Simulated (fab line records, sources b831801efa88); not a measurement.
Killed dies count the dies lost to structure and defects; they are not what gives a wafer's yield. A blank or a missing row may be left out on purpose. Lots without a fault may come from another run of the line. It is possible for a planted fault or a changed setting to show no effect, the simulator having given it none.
Which of the tools did it? :: flow sky130 :: 11 lots with 33 wafers sampled at 5 steps, on a route of 708 steps

== WHAT THE GAUGES SHOWED, per wafer ==
SKY_FIELD_ISO_THK_MEAS_04.
lot: L162
measured: day 1 18:05
on: film_metro-03
FIELD_ISO_CVD_03_THK (nm): 162.8 164.8 162.3

lot: L163
measured: day 1 21:59
on: film_metro-01
FIELD_ISO_CVD_03_THK (nm): 163.9 164.1 163.0

lot: L167
measured: day 2 16:15
on: film_metro-03
FIELD_ISO_CVD_03_THK (nm): 162.3 161.2 159.3

lot: L168
measured: day 2 23:54
on: film_metro-03
FIELD_ISO_CVD_03_THK (nm): 162.4 162.2 162.1

lot: L170
measured: day 3 06:47
on: film_metro-04
FIELD_ISO_CVD_03_THK (nm): 166.2 165.9 164.6

lot: L171
measured: day 3 11:12
on: film_metro-01
FIELD_ISO_CVD_03_THK (nm): 161.4 161.1 162.7

lot: L172
measured: day 3 15:29
on: film_metro-01
FIELD_ISO_CVD_03_THK (nm): 163.6 163.8 163.5

lot: L177
measured: day 4 17:51
on: film_metro-01
FIELD_ISO_CVD_03_THK (nm): 163.8 164.6 164.2

lot: L178
measured: day 4 21:29
on: film_metro-03
FIELD_ISO_CVD_03_THK (nm): 163.5 163.2 164.6

lot: L180
measured: day 5 08:17
on: film_metro-04
FIELD_ISO_CVD_03_THK (nm): 165.1 166.1 164.9

lot: L183
measured: day 5 23:02
on: film_metro-04
FIELD_ISO_CVD_03_THK (nm): 163.4 163.9 163.6

SKY_VT_ADJUST_NCORE_CD_MEAS_07: target cd 380 nm.
lot: L162
measured: day 7 06:25
on: cd_sem-02
cd_nm (nm): 377.3 377.7 377.9

lot: L163
measured: day 8 12:11
on: cd_sem-02
cd_nm (nm): 380.6 380.8 380.7

lot: L167
measured: day 10 03:25
on: cd_sem-02
cd_nm (nm): 381.1 382.9 382.4

lot: L168
measured: day 10 11:43
on: cd_sem-02
cd_nm (nm): 383.7 381.9 383.4

lot: L170
measured: day 11 03:21
on: cd_sem-02
cd_nm (nm): 379.9 376.3 376.9

lot: L171
measured: day 11 12:49
on: cd_sem-02
cd_nm (nm): 373.5 371.4 371.4

lot: L172
measured: day 11 20:58
on: cd_sem-02
cd_nm (nm): 383.9 382.3 384.0

lot: L177
measured: day 13 05:43
on: cd_sem-02
cd_nm (nm): 369.8 370.4 371.6

lot: L178
measured: day 13 13:37
on: cd_sem-01
cd_nm (nm): 372.3 370.3 371.9

lot: L180
measured: day 14 08:41
on: cd_sem-01
cd_nm (nm): 381.0 379.0 379.4

lot: L183
measured: day 15 22:56
on: cd_sem-02
cd_nm (nm): 378.7 377.4 379.3

== WHAT TOOL EACH LOT RAN ON (gives the tool, then ch and the chambers of the sampled wafers, and finally the start) ==
lot: L162
SKY_DNWELL_STRIP_08: plasma_asher-04 ch 0,1, day 2 12:44
SKY_PWDE_STRIP_09: plasma_asher-02 ch 0,1, day 2 18:12
SKY_VT_ADJUST_NCORE_EXPOSE_04: iline_stepper-02 ch 0, day 6 20:29

lot: L163
SKY_DNWELL_STRIP_08: plasma_asher-03 ch 0,1, day 3 03:27
SKY_PWDE_STRIP_09: plasma_asher-03 ch 0,1, day 3 19:53
SKY_VT_ADJUST_NCORE_EXPOSE_04: iline_stepper-01 ch 0, day 8 02:31

lot: L167
SKY_DNWELL_STRIP_08: plasma_asher-03 ch 0,1, day 4 07:46
SKY_PWDE_STRIP_09: plasma_asher-03 ch 0,1, day 5 01:06
SKY_VT_ADJUST_NCORE_EXPOSE_04: iline_stepper-01 ch 0, day 9 16:02

lot: L168
SKY_DNWELL_STRIP_08: plasma_asher-04 ch 0,1, day 4 14:27
SKY_PWDE_STRIP_09: plasma_asher-02 ch 0,1, day 5 08:09
SKY_VT_ADJUST_NCORE_EXPOSE_04: iline_stepper-01 ch 0, day 10 00:58

lot: L170
SKY_DNWELL_STRIP_08: plasma_asher-02 ch 0,1, day 5 00:01
SKY_PWDE_STRIP_09: plasma_asher-01 ch 0,1, day 5 18:57
SKY_VT_ADJUST_NCORE_EXPOSE_04: iline_stepper-02 ch 0, day 10 14:17

lot: L171
SKY_DNWELL_STRIP_08: plasma_asher-04 ch 0,1, day 5 08:28
SKY_PWDE_STRIP_09: plasma_asher-03 ch 0,1, day 6 03:14
SKY_VT_ADJUST_NCORE_EXPOSE_04: iline_stepper-01 ch 0, day 11 01:12

lot: L172
SKY_DNWELL_STRIP_08: plasma_asher-03 ch 1, day 5 12:28
SKY_PWDE_STRIP_09: plasma_asher-02 ch 0,1, day 6 08:17
SKY_VT_ADJUST_NCORE_EXPOSE_04: iline_stepper-02 ch 0, day 11 08:38

lot: L177
SKY_DNWELL_STRIP_08: plasma_asher-03 ch 0,1, day 6 16:11
SKY_PWDE_STRIP_09: plasma_asher-02 ch 0,1, day 7 12:05
SKY_VT_ADJUST_NCORE_EXPOSE_04: iline_stepper-01 ch 0, day 12 16:59

lot: L178
SKY_DNWELL_STRIP_08: plasma_asher-04 ch 0,1, day 6 21:10
SKY_PWDE_STRIP_09: plasma_asher-03 ch 0,1, day 7 17:02
SKY_VT_ADJUST_NCORE_EXPOSE_04: iline_stepper-01 ch 0, day 13 02:04

lot: L180
SKY_DNWELL_STRIP_08: plasma_asher-02 ch 0,1, day 7 11:15
SKY_PWDE_STRIP_09: plasma_asher-01 ch 0,1, day 8 06:34
SKY_VT_ADJUST_NCORE_EXPOSE_04: iline_stepper-02 ch 0, day 13 18:43

lot: L183
SKY_DNWELL_STRIP_08: plasma_asher-03 ch 0,1, day 8 14:15
SKY_PWDE_STRIP_09: plasma_asher-03 ch 0,1, day 9 13:17
SKY_VT_ADJUST_NCORE_EXPOSE_04: iline_stepper-02 ch 0, day 15 09:00
- SKY_DNWELL_STRIP_08: strips in O2/N2.
- SKY_PWDE_STRIP_09: strips in O2/N2.
- SKY_VT_ADJUST_NCORE_EXPOSE_04: exposes mask LVTN COMPLEMENT THIN, target cd 380 nm.

== AS READ BY THE TOOLS THEMSELVES (means over the sampled wafers that have a number; for cases with no such wafer, the mark the record gives instead) ==
SKY_DNWELL_STRIP_08.
lot: L162
tool: plasma_asher-04
drypump_motor_current_A (A): 5.9
oes_product_au (a.u.): 0.726
strip_time_to_endpoint_s (s): 37.00

lot: L163
tool: plasma_asher-03
drypump_motor_current_A (A): 5.4
oes_product_au (a.u.): 0.719
strip_time_to_endpoint_s (s): 36.87

lot: L167
tool: plasma_asher-03
drypump_motor_current_A (A): 5.5
oes_product_au (a.u.): 0.720
strip_time_to_endpoint_s (s): 36.99

lot: L168
tool: plasma_asher-04
drypump_motor_current_A (A): 5.9
oes_product_au (a.u.): 0.724
strip_time_to_endpoint_s (s): 37.04

lot: L170
tool: plasma_asher-02
drypump_motor_current_A (A): 6.4
oes_product_au (a.u.): 0.722
strip_time_to_endpoint_s (s): 37.02

lot: L171
tool: plasma_asher-04
drypump_motor_current_A (A): 5.9
oes_product_au (a.u.): 0.726
strip_time_to_endpoint_s (s): 36.99

lot: L172
tool: plasma_asher-03
drypump_motor_current_A (A): 5.3
oes_product_au (a.u.): 0.725
strip_time_to_endpoint_s (s): 36.85

lot: L177
tool: plasma_asher-03
drypump_motor_current_A (A): 5.6
oes_product_au (a.u.): 0.723
strip_time_to_endpoint_s (s): 36.91

lot: L178
tool: plasma_asher-04
drypump_motor_current_A (A): 5.5
oes_product_au (a.u.): 0.720
strip_time_to_endpoint_s (s): 36.86

lot: L180
tool: plasma_asher-02
drypump_motor_current_A (A): 6.3
oes_product_au (a.u.): 0.728
strip_time_to_endpoint_s (s): 37.03

lot: L183
tool: plasma_asher-03
drypump_motor_current_A (A): 5.4
oes_product_au (a.u.): 0.722
strip_time_to_endpoint_s (s): 36.95

SKY_PWDE_STRIP_09.
lot: L162
tool: plasma_asher-02
drypump_motor_current_A (A): 6.4
oes_product_au (a.u.): 0.728
strip_time_to_endpoint_s (s): 36.90

lot: L163
tool: plasma_asher-03
drypump_motor_current_A (A): 5.4
oes_product_au (a.u.): 0.724
strip_time_to_endpoint_s (s): 36.76

lot: L167
tool: plasma_asher-03
drypump_motor_current_A (A): 5.6
oes_product_au (a.u.): 0.726
strip_time_to_endpoint_s (s): 37.07

lot: L168
tool: plasma_asher-02
drypump_motor_current_A (A): 6.4
oes_product_au (a.u.): 0.720
strip_time_to_endpoint_s (s): 36.91

lot: L170
tool: plasma_asher-01
drypump_motor_current_A (A): 5.6
oes_product_au (a.u.): 0.722
strip_time_to_endpoint_s (s): 36.85

lot: L171
tool: plasma_asher-03
drypump_motor_current_A (A): 5.6
oes_product_au (a.u.): 0.726
strip_time_to_endpoint_s (s): 36.90

lot: L172
tool: plasma_asher-02
drypump_motor_current_A (A): 6.3
oes_product_au (a.u.): 0.723
strip_time_to_endpoint_s (s): 36.94

lot: L177
tool: plasma_asher-02
drypump_motor_current_A (A): 6.4
oes_product_au (a.u.): 0.726
strip_time_to_endpoint_s (s): 36.88

lot: L178
tool: plasma_asher-03
drypump_motor_current_A (A): 5.5
oes_product_au (a.u.): 0.720
strip_time_to_endpoint_s (s): 36.93

lot: L180
tool: plasma_asher-01
drypump_motor_current_A (A): 5.8
oes_product_au (a.u.): 0.722
strip_time_to_endpoint_s (s): 36.88

lot: L183
tool: plasma_asher-03
drypump_motor_current_A (A): 5.6
oes_product_au (a.u.): 0.721
strip_time_to_endpoint_s (s): 36.90

SKY_VT_ADJUST_NCORE_EXPOSE_04.
lot: L162
tool: iline_stepper-02
exposure_dose_mJ_cm2: 138.97
stage_vel_mm_s (mm/s): 499.88

lot: L163
tool: iline_stepper-01
exposure_dose_mJ_cm2: 139.04
stage_vel_mm_s (mm/s): 500.17

lot: L167
tool: iline_stepper-01
exposure_dose_mJ_cm2: 138.97
stage_vel_mm_s (mm/s): 500.21

lot: L168
tool: iline_stepper-01
exposure_dose_mJ_cm2: 139.05
stage_vel_mm_s (mm/s): 499.84

lot: L170
tool: iline_stepper-02
exposure_dose_mJ_cm2: 139.01
stage_vel_mm_s (mm/s): 499.88

lot: L171
tool: iline_stepper-01
exposure_dose_mJ_cm2: 133.66
stage_vel_mm_s (mm/s): 500.24

lot: L172
tool: iline_stepper-02
exposure_dose_mJ_cm2: 139.25
stage_vel_mm_s (mm/s): 500.16

lot: L177
tool: iline_stepper-01
exposure_dose_mJ_cm2: 134.97
stage_vel_mm_s (mm/s): 500.09

lot: L178
tool: iline_stepper-01
exposure_dose_mJ_cm2: 134.71
stage_vel_mm_s (mm/s): 499.80

lot: L180
tool: iline_stepper-02
exposure_dose_mJ_cm2: 138.92
stage_vel_mm_s (mm/s): 499.91

lot: L183
tool: iline_stepper-02
exposure_dose_mJ_cm2: 138.78
stage_vel_mm_s (mm/s): 499.82

== THE ANSWER, worked out from the rows above alone ==
Rule: the usual values come from the lots themselves. Put in order of their means at a reading, lots are off if they are a third of the lots or fewer, leave a main group of 4 or more, and stand apart from it by a gap of 3 or more times the standard deviation of the main group's means; of several such gaps the widest counts. If all means in a main group match to the digits the tables above print for the reading, that group is not used. Also off: a lot with no number at a reading for which 4 or more lots have one. The other lots that the step has rows for count as sound. After the gauges, taken in route order, come the tools' own readings; for these a lot's mean is taken, as printed above. The first step at which some lot is off is used, and at that step the reading that is off furthest; a lot without a number counts as furthest.
Off: L171, L177, L178 (SKY_VT_ADJUST_NCORE_EXPOSE_04, exposure_dose_mJ_cm2). Mean 139.00 and standard deviation 0.12 in the main group.
A tool fits if, at that step or a process step before it, it ran every lot that is off, and no sound lot after the first of them. One candidate fits, namely iline_stepper-01 at SKY_VT_ADJUST_NCORE_EXPOSE_04. Its last sound lot is L168 (day 10 00:58), its first lot that is off L171 (day 11 01:12): a fault that began between those two fits.
The tool's own readings at SKY_VT_ADJUST_NCORE_EXPOSE_04 bear it out: on the lots that are off they differ by more than 5 times the standard deviation of the sound lots' means. exposure_dose_mJ_cm2 reads 134.45 there against 139.00 on the sound lots.

== WHAT THE SIMULATOR HAD PUT IN ==
Process parameters drifting: iline_stepper-01 at SKY_VT_ADJUST_NCORE_EXPOSE_04, beginning at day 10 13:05. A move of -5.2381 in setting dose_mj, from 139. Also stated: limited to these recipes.
Lots struck among those shown: L171, L177, L178. This agrees with what the rule above found.
